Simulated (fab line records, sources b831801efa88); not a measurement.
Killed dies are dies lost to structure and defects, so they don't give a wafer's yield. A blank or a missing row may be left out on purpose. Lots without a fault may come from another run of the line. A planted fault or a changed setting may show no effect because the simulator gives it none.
Which tool did it? | flow sky130 | 24 lots, 72 wafers sampled, at 6 steps of a route of 708

WHAT THE GAUGES READ, wafer by wafer
SKY_CAPM_THK_MEAS_01.
lot  | measured     | on            | CAPM_CVD_00_THK (nm)
L074 | day 37 08:37 | film_metro-03 | 15.64 15.20 15.43
L075 | day 37 10:52 | film_metro-01 | 15.29 15.19 15.29
L077 | day 37 11:17 | film_metro-04 | 15.04 15.85 15.29
L076 | day 37 13:22 | film_metro-01 | 15.63 15.44 16.04
L078 | day 39 08:19 | film_metro-03 | 15.13 15.72 15.20
L079 | day 39 08:35 | film_metro-01 | 15.55 15.35 15.35
L081 | day 39 10:14 | film_metro-03 | 15.39 15.41 15.69
L080 | day 39 10:53 | film_metro-01 | 15.29 15.63 15.52
L082 | day 39 11:40 | film_metro-04 | 15.46 15.50 15.77
L084 | day 39 17:44 | film_metro-03 | 15.16 15.29 15.73
L083 | day 39 20:53 | film_metro-03 | 15.06 15.36 16.12
L085 | day 39 21:31 | film_metro-03 | 15.37 15.16 15.52
L086 | day 39 21:51 | film_metro-04 | 15.63 15.91 15.98
L087 | day 40 08:03 | film_metro-04 | 15.49 15.83 15.52
L088 | day 40 19:08 | film_metro-04 | 15.55 15.54 15.66
L089 | day 40 20:19 | film_metro-03 | 15.63 15.16 16.01
L090 | day 41 11:44 | film_metro-01 | 15.21 15.07 15.46
L091 | day 41 15:04 | film_metro-04 | 15.45 15.66 15.57
L092 | day 41 18:53 | film_metro-03 | 15.49 15.09 15.69
L093 | day 42 09:48 | film_metro-03 | 15.02 15.30 15.53
L094 | day 42 12:26 | film_metro-01 | 15.66 15.51 15.88
L095 | day 42 22:06 | film_metro-04 | 15.79 15.43 15.71
L096 | day 43 00:10 | film_metro-04 | 15.25 15.30 15.35
L097 | day 43 06:44 | film_metro-01 | 15.51 15.85 15.40

SKY_PASSIVATION_THK_MEAS_03.
lot  | measured     | on            | PASSIVATION_CVD_02_THK (nm)
L074 | day 44 18:41 | film_metro-02 | 533 540 545
L075 | day 44 18:51 | film_metro-04 | 535 546 542
L077 | day 44 19:55 | film_metro-03 | 540 541 546
L076 | day 44 20:55 | film_metro-02 | 544 531 539
L078 | day 46 10:44 | film_metro-02 | 537 554 554
L079 | day 46 11:35 | film_metro-03 | 526 525 524
L081 | day 46 11:53 | film_metro-03 | 527 538 550
L080 | day 46 12:43 | film_metro-03 | 521 532 534
L082 | day 46 13:26 | film_metro-03 | 537 543 539
L084 | day 46 17:02 | film_metro-04 | 533 549 548
L083 | day 46 19:45 | film_metro-03 | 530 555 541
L085 | day 46 21:16 | film_metro-04 | 528 529 527
L086 | day 46 21:35 | film_metro-02 | 537 532 543
L087 | day 47 07:38 | film_metro-03 | 527 547 543
L088 | day 47 14:47 | film_metro-03 | 550 538 552
L089 | day 47 15:07 | film_metro-04 | 538 552 551
L090 | day 48 06:05 | film_metro-04 | 537 534 541
L091 | day 48 08:35 | film_metro-02 | 530 542 540
L092 | day 48 11:10 | film_metro-02 | 532 534 546
L093 | day 48 21:11 | film_metro-03 | 536 551 546
L094 | day 48 22:25 | film_metro-04 | 548 560 543
L095 | day 49 07:48 | film_metro-04 | 534 544 550
L096 | day 49 10:02 | film_metro-04 | 541 531 544
L097 | day 49 13:27 | film_metro-03 | 531 545 541

WHICH TOOL RAN EACH LOT (tool, then ch and the chambers of the sampled wafers, then the start)
lot  | SKY_VIA3_SPUTTER_20          | SKY_METAL4_SPUTTER_00        | SKY_METAL4_SPUTTER_04        | SKY_METAL4_ETCH_17
L074 | pvd_sputter-04, day 40 15:30 | pvd_sputter-03, day 40 16:10 | pvd_sputter-03, day 40 16:16 | rie_diel-01 ch 1,3, day 42 17:36
L075 | pvd_sputter-02, day 40 16:28 | pvd_sputter-03, day 40 17:08 | pvd_sputter-03, day 40 17:14 | rie_diel-04 ch 0,1,3, day 42 18:16
L077 | pvd_sputter-01, day 40 17:02 | pvd_sputter-01, day 40 17:41 | pvd_sputter-01, day 40 17:47 | rie_diel-01 ch 0,2,3, day 42 18:29
L076 | pvd_sputter-04, day 40 18:31 | pvd_sputter-02, day 40 19:10 | pvd_sputter-02, day 40 19:16 | rie_diel-01 ch 0,3, day 42 19:29
L078 | pvd_sputter-01, day 42 11:37 | pvd_sputter-03, day 42 12:32 | pvd_sputter-03, day 42 12:38 | rie_diel-01 ch 0,1,2, day 44 11:41
L079 | pvd_sputter-02, day 42 11:51 | pvd_sputter-02, day 42 12:50 | pvd_sputter-02, day 42 12:56 | rie_diel-03 ch 0,1,3, day 44 11:41
L081 | pvd_sputter-02, day 42 13:43 | pvd_sputter-03, day 42 14:22 | pvd_sputter-03, day 42 14:28 | rie_diel-03 ch 0,1,2, day 44 12:16
L080 | pvd_sputter-02, day 42 14:52 | pvd_sputter-02, day 42 15:32 | pvd_sputter-02, day 42 15:38 | rie_diel-03 ch 1,2,3, day 44 12:54
L082 | pvd_sputter-01, day 42 15:13 | pvd_sputter-01, day 42 15:53 | pvd_sputter-01, day 42 15:59 | rie_diel-04 ch 0,2, day 44 14:04
L084 | pvd_sputter-02, day 42 20:25 | pvd_sputter-01, day 42 21:43 | pvd_sputter-01, day 42 21:49 | rie_diel-04 ch 0,3, day 44 19:29
L083 | pvd_sputter-04, day 42 22:53 | pvd_sputter-02, day 42 23:33 | pvd_sputter-02, day 42 23:40 | rie_diel-04 ch 0,2,3, day 44 21:41
L085 | pvd_sputter-02, day 43 00:01 | pvd_sputter-01, day 43 00:41 | pvd_sputter-01, day 43 00:47 | rie_diel-01 ch 1,3, day 44 22:02
L086 | pvd_sputter-02, day 43 01:10 | pvd_sputter-03, day 43 01:49 | pvd_sputter-03, day 43 01:55 | rie_diel-03 ch 0,1, day 44 22:52
L087 | pvd_sputter-01, day 43 10:13 | pvd_sputter-03, day 43 10:52 | pvd_sputter-03, day 43 10:59 | rie_diel-04 ch 0,2,3, day 45 09:02
L088 | pvd_sputter-04, day 43 19:33 | pvd_sputter-01, day 43 20:50 | pvd_sputter-01, day 43 20:56 | rie_diel-04 ch 2,3, day 45 17:42
L089 | pvd_sputter-04, day 43 20:40 | pvd_sputter-03, day 43 21:44 | pvd_sputter-03, day 43 21:50 | rie_diel-04 ch 0,1,2, day 45 19:10
L090 | pvd_sputter-01, day 44 10:49 | pvd_sputter-03, day 44 11:51 | pvd_sputter-03, day 44 11:57 | rie_diel-04 ch 0,2,3, day 46 07:48
L091 | pvd_sputter-01, day 44 13:49 | pvd_sputter-03, day 44 14:29 | pvd_sputter-03, day 44 14:35 | rie_diel-01 ch 2,3, day 46 10:57
L092 | pvd_sputter-04, day 44 18:29 | pvd_sputter-03, day 44 19:09 | pvd_sputter-03, day 44 19:15 | rie_diel-04 ch 0,3, day 46 14:32
L093 | pvd_sputter-01, day 45 07:10 | pvd_sputter-03, day 45 07:49 | pvd_sputter-03, day 45 07:56 | rie_diel-04 ch 0,1, day 47 01:47
L094 | pvd_sputter-01, day 45 10:42 | pvd_sputter-03, day 45 11:22 | pvd_sputter-03, day 45 11:28 | rie_diel-04 ch 0,1,2, day 47 05:07
L095 | pvd_sputter-01, day 45 19:58 | pvd_sputter-01, day 45 20:50 | pvd_sputter-01, day 45 20:56 | rie_diel-04 ch 0,2,3, day 47 13:24
L096 | pvd_sputter-02, day 45 21:05 | pvd_sputter-02, day 45 22:12 | pvd_sputter-02, day 45 22:19 | rie_diel-04 ch 0,1,3, day 47 15:23
L097 | pvd_sputter-02, day 46 02:59 | pvd_sputter-02, day 46 03:52 | pvd_sputter-02, day 46 03:58 | rie_diel-03 ch 0,1, day 47 21:18
- SKY_VIA3_SPUTTER_20: material TiN, target thk 20 nm, time 80 s.
- SKY_METAL4_SPUTTER_00: material Ti, target thk 15 nm, time 10 s.
- SKY_METAL4_SPUTTER_04: material TiN, target thk 70 nm, time 58.3 s.
- SKY_METAL4_ETCH_17: etches SiO2 in C4F8/O2/Ar, stops on TiN, time 3.9 s, target depth 15 nm.

WHAT THE TOOLS THEMSELVES READ (means of the sampled wafers that have a number; where no wafer has one, the mark that the record gives instead)
SKY_VIA3_SPUTTER_20.
lot  | tool           | chamber_pressure_pa (Pa) | throttle_valve_pct (%)
L074 | pvd_sputter-04 | 5.001                    | 30.7
L075 | pvd_sputter-02 | 4.994                    | 29.7
L077 | pvd_sputter-01 | 5.008                    | 30.3
L076 | pvd_sputter-04 | 5.005                    | 30.7
L078 | pvd_sputter-01 | 5.002                    | 30.2
L079 | pvd_sputter-02 | 4.997                    | 29.4
L081 | pvd_sputter-02 | 5.002                    | 30.3
L080 | pvd_sputter-02 | 4.998                    | 29.4
L082 | pvd_sputter-01 | 4.998                    | 29.3
L084 | pvd_sputter-02 | 5.013                    | 29.4
L083 | pvd_sputter-04 | 5.000                    | 29.6
L085 | pvd_sputter-02 | 4.990                    | 30.1
L086 | pvd_sputter-02 | 4.996                    | 30.2
L087 | pvd_sputter-01 | 5.003                    | 30.6
L088 | pvd_sputter-04 | 5.014                    | 29.9
L089 | pvd_sputter-04 | 5.006                    | 30.3
L090 | pvd_sputter-01 | 5.006                    | 31.3
L091 | pvd_sputter-01 | 5.002                    | 30.0
L092 | pvd_sputter-04 | 4.990                    | 30.1
L093 | pvd_sputter-01 | 5.013                    | 30.0
L094 | pvd_sputter-01 | 4.990                    | 30.1
L095 | pvd_sputter-01 | 5.012                    | 30.6
L096 | pvd_sputter-02 | 5.000                    | 30.2
L097 | pvd_sputter-02 | 4.998                    | 29.6

SKY_METAL4_SPUTTER_00.
lot  | tool           | chamber_pressure_pa (Pa) | throttle_valve_pct (%)
L074 | pvd_sputter-03 | 0.4001                   | 29.9
L075 | pvd_sputter-03 | 0.3997                   | 29.8
L077 | pvd_sputter-01 | 0.4003                   | 30.9
L076 | pvd_sputter-02 | 0.4000                   | 29.2
L078 | pvd_sputter-03 | 0.4004                   | 30.4
L079 | pvd_sputter-02 | 0.4000                   | 30.1
L081 | pvd_sputter-03 | 0.4001                   | 29.9
L080 | pvd_sputter-02 | 0.3992                   | 29.9
L082 | pvd_sputter-01 | 0.4000                   | 30.9
L084 | pvd_sputter-01 | 0.4001                   | 30.8
L083 | pvd_sputter-02 | 0.4001                   | 29.1
L085 | pvd_sputter-01 | 0.4001                   | 30.7
L086 | pvd_sputter-03 | 0.4004                   | 29.7
L087 | pvd_sputter-03 | 0.4001                   | 30.4
L088 | pvd_sputter-01 | 0.4002                   | 30.9
L089 | pvd_sputter-03 | 0.3999                   | 30.3
L090 | pvd_sputter-03 | 0.4006                   | 30.2
L091 | pvd_sputter-03 | 0.3995                   | 30.2
L092 | pvd_sputter-03 | 0.4005                   | 30.0
L093 | pvd_sputter-03 | 0.4001                   | 30.7
L094 | pvd_sputter-03 | 0.4002                   | 29.7
L095 | pvd_sputter-01 | 0.4006                   | 31.5
L096 | pvd_sputter-02 | 0.4000                   | 30.0
L097 | pvd_sputter-02 | 0.4005                   | 29.1

SKY_METAL4_SPUTTER_04.
lot  | tool           | chamber_pressure_pa (Pa) | throttle_valve_pct (%)
L074 | pvd_sputter-03 | 0.4002                   | 29.8
L075 | pvd_sputter-03 | 0.4004                   | 30.1
L077 | pvd_sputter-01 | 0.3997                   | 30.9
L076 | pvd_sputter-02 | 0.4000                   | 29.2
L078 | pvd_sputter-03 | 0.3998                   | 30.4
L079 | pvd_sputter-02 | 0.3997                   | 30.1
L081 | pvd_sputter-03 | 0.3995                   | 30.1
L080 | pvd_sputter-02 | 0.4002                   | 29.9
L082 | pvd_sputter-01 | 0.4000                   | 30.8
L084 | pvd_sputter-01 | 0.3999                   | 30.6
L083 | pvd_sputter-02 | 0.4001                   | 29.2
L085 | pvd_sputter-01 | 0.3996                   | 30.7
L086 | pvd_sputter-03 | 0.4005                   | 29.8
L087 | pvd_sputter-03 | 0.4007                   | 30.3
L088 | pvd_sputter-01 | 0.3997                   | 31.0
L089 | pvd_sputter-03 | 0.3994                   | 30.3
L090 | pvd_sputter-03 | 0.3986                   | 30.2
L091 | pvd_sputter-03 | 0.3999                   | 30.4
L092 | pvd_sputter-03 | 0.4006                   | 30.1
L093 | pvd_sputter-03 | 0.4004                   | 30.6
L094 | pvd_sputter-03 | 0.4002                   | 29.8
L095 | pvd_sputter-01 | 0.3991                   | 31.4
L096 | pvd_sputter-02 | 0.3996                   | 30.0
L097 | pvd_sputter-02 | 0.4000                   | 29.2

SKY_METAL4_ETCH_17.
lot  | tool        | oes_product_au (a.u.) | rf_fwd_power_W (W)
L074 | rie_diel-01 | 0.761                 | 1465
L075 | rie_diel-04 | 0.751                 | 1466
L077 | rie_diel-01 | 0.755                 | 1470
L076 | rie_diel-01 | 0.761                 | 1463
L078 | rie_diel-01 | 0.757                 | 1470
L079 | rie_diel-03 | 0.753                 | 1469
L081 | rie_diel-03 | 0.754                 | 1476
L080 | rie_diel-03 | 0.752                 | 1465
L082 | rie_diel-04 | 0.764                 | 1471
L084 | rie_diel-04 | 0.763                 | 1466
L083 | rie_diel-04 | 0.751                 | 1468
L085 | rie_diel-01 | 0.753                 | 1458
L086 | rie_diel-03 | 0.758                 | 1463
L087 | rie_diel-04 | 0.752                 | 1464
L088 | rie_diel-04 | 0.761                 | 1461
L089 | rie_diel-04 | 0.746                 | 1468
L090 | rie_diel-04 | 0.754                 | 1469
L091 | rie_diel-01 | 0.752                 | 1466
L092 | rie_diel-04 | 0.754                 | 1470
L093 | rie_diel-04 | 0.752                 | 1467
L094 | rie_diel-04 | 0.762                 | 1465
L095 | rie_diel-04 | 0.762                 | 1469
L096 | rie_diel-04 | 0.759                 | 1471
L097 | rie_diel-03 | 0.749                 | 1468

THE ANSWER, worked out from the rows above alone
Rule: what is usual is taken from the lots themselves. Put in order of their means at a reading, lots are off if they are a third of the lots or fewer, leave a main group of 4 or more, and stand apart from it by a gap of 3 or more times the standard deviation of the main group's means; of several such gaps the widest counts. A main group whose means are all the same, to the digits that the tables above print for the reading, isn't used. A lot without any number at a reading at which 4 lots or more have one is off too. The other lots that the step has rows for count as sound. The gauges are gone through in route order, then the tools' own readings, and for those a lot's mean is taken as printed above. The first step at which some lot is off is used, and at that step the reading that is off furthest; a lot without a number counts as furthest.
No lot is off at any reading shown: from this, nothing can be told.

WHAT THE SIMULATOR HAD PUT IN
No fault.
